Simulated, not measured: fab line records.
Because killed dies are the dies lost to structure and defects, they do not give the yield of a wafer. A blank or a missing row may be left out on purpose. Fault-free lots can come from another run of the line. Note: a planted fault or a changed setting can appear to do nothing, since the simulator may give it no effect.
Chamber matching / flow gf180mcu / 4 sister chambers for GF_V1_CMP_26 on cmp-02
The step polishes, stops on SiO2, t overpolish 15 s, target thk 0 nm. 16 wafers are shown with their chamber, then 8 later ones without.

== WAFERS WITH THEIR CHAMBER ==
wafer=L183.1; chamber=3; motor-current-A (A)=9.9; time-to-endpoint-s (s)=92; overpolish-run-s (s)=14.990
wafer=L183.3; chamber=0; motor-current-A (A)=10.6; time-to-endpoint-s (s)=91; overpolish-run-s (s)=14.999
wafer=L183.6; chamber=0; motor-current-A (A)=11.2; time-to-endpoint-s (s)=96; overpolish-run-s (s)=15.002
wafer=L184.2; chamber=0; motor-current-A (A)=11.5; time-to-endpoint-s (s)=89; overpolish-run-s (s)=15.012
wafer=L184.3; chamber=1; motor-current-A (A)=13.3; time-to-endpoint-s (s)=87; overpolish-run-s (s)=15.011
wafer=L184.4; chamber=2; motor-current-A (A)=11.4; time-to-endpoint-s (s)=87; overpolish-run-s (s)=14.998
wafer=L188.3; chamber=1; motor-current-A (A)=12.3; time-to-endpoint-s (s)=90; overpolish-run-s (s)=14.989
wafer=L188.4; chamber=3; motor-current-A (A)=10.1; time-to-endpoint-s (s)=90; overpolish-run-s (s)=14.989
wafer=L188.5; chamber=2; motor-current-A (A)=10.9; time-to-endpoint-s (s)=85; overpolish-run-s (s)=14.990
wafer=L189.2; chamber=3; motor-current-A (A)=9.6; time-to-endpoint-s (s)=85; overpolish-run-s (s)=14.983
wafer=L189.3; chamber=2; motor-current-A (A)=11.0; time-to-endpoint-s (s)=83; overpolish-run-s (s)=14.992
wafer=L189.5; chamber=2; motor-current-A (A)=11.0; time-to-endpoint-s (s)=83; overpolish-run-s (s)=14.987
wafer=L190.2; chamber=3; motor-current-A (A)=10.2; time-to-endpoint-s (s)=87; overpolish-run-s (s)=14.989
wafer=L190.3; chamber=2; motor-current-A (A)=10.8; time-to-endpoint-s (s)=81; overpolish-run-s (s)=14.998
wafer=L190.6; chamber=1; motor-current-A (A)=12.2; time-to-endpoint-s (s)=88; overpolish-run-s (s)=15.008
wafer=L192.2; chamber=3; motor-current-A (A)=10.3; time-to-endpoint-s (s)=84; overpolish-run-s (s)=15.002

SIGNATURES (averages over the wafers above)
reading=motor-current-A; chamber 0=11.100; chamber 1=12.600; chamber 2=11.020; chamber 3=10.020; scatter within a chamber=0.374
reading=time-to-endpoint-s; chamber 0=92.00; chamber 1=88.33; chamber 2=83.80; chamber 3=87.60; scatter within a chamber=2.84
reading=overpolish-run-s; chamber 0=15.00433; chamber 1=15.00267; chamber 2=14.99300; chamber 3=14.99060; scatter within a chamber=0.00745
Rule: a wafer's distance from a chamber is the root of the sum, over the readings, of the square of ((its reading less the chamber's mean) divided by the reading's scatter). If the next closest chamber is less than 2 further off than the closest, the wafer can't be placed; otherwise it belongs to the closest. The scatter: take each reading less its chamber's mean, square it, sum over the shown wafers, divide by the number of wafers less the number of chambers, and take the root.

== WAFERS WHOSE CHAMBER IS MISSING ==
wafer=L192.4; motor-current-A (A)=11.1; time-to-endpoint-s (s)=81; overpolish-run-s (s)=14.990
wafer=L192.6; motor-current-A (A)=10.3; time-to-endpoint-s (s)=83; overpolish-run-s (s)=15.006
wafer=L202.2; motor-current-A (A)=11.0; time-to-endpoint-s (s)=86; overpolish-run-s (s)=15.001
wafer=L202.5; motor-current-A (A)=13.1; time-to-endpoint-s (s)=85; overpolish-run-s (s)=15.008
wafer=L202.6; motor-current-A (A)=11.2; time-to-endpoint-s (s)=81; overpolish-run-s (s)=14.996
wafer=L204.1; motor-current-A (A)=11.0; time-to-endpoint-s (s)=83; overpolish-run-s (s)=14.985
wafer=L204.2; motor-current-A (A)=10.9; time-to-endpoint-s (s)=75; overpolish-run-s (s)=15.012
wafer=L204.6; motor-current-A (A)=10.2; time-to-endpoint-s (s)=80; overpolish-run-s (s)=14.977

== CHAMBER TAKEN BY EACH ==
wafer=L192.4; from the rows above=2; in truth=2
wafer=L192.6; from the rows above=can't be placed: 2 or 3 or 0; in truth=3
wafer=L202.2; from the rows above=can't be placed: 2 or 0 or 3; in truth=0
wafer=L202.5; from the rows above=1; in truth=1
wafer=L202.6; from the rows above=2; in truth=2
wafer=L204.1; from the rows above=2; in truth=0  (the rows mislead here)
wafer=L204.2; from the rows above=can't be placed: 2 or 3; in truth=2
wafer=L204.6; from the rows above=can't be placed: 3 or 2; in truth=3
Correct placement for 3 of the 8. Unplaceable from these rows: 4, with the true chamber sitting among the candidates in 4. Placed wrongly: 1.
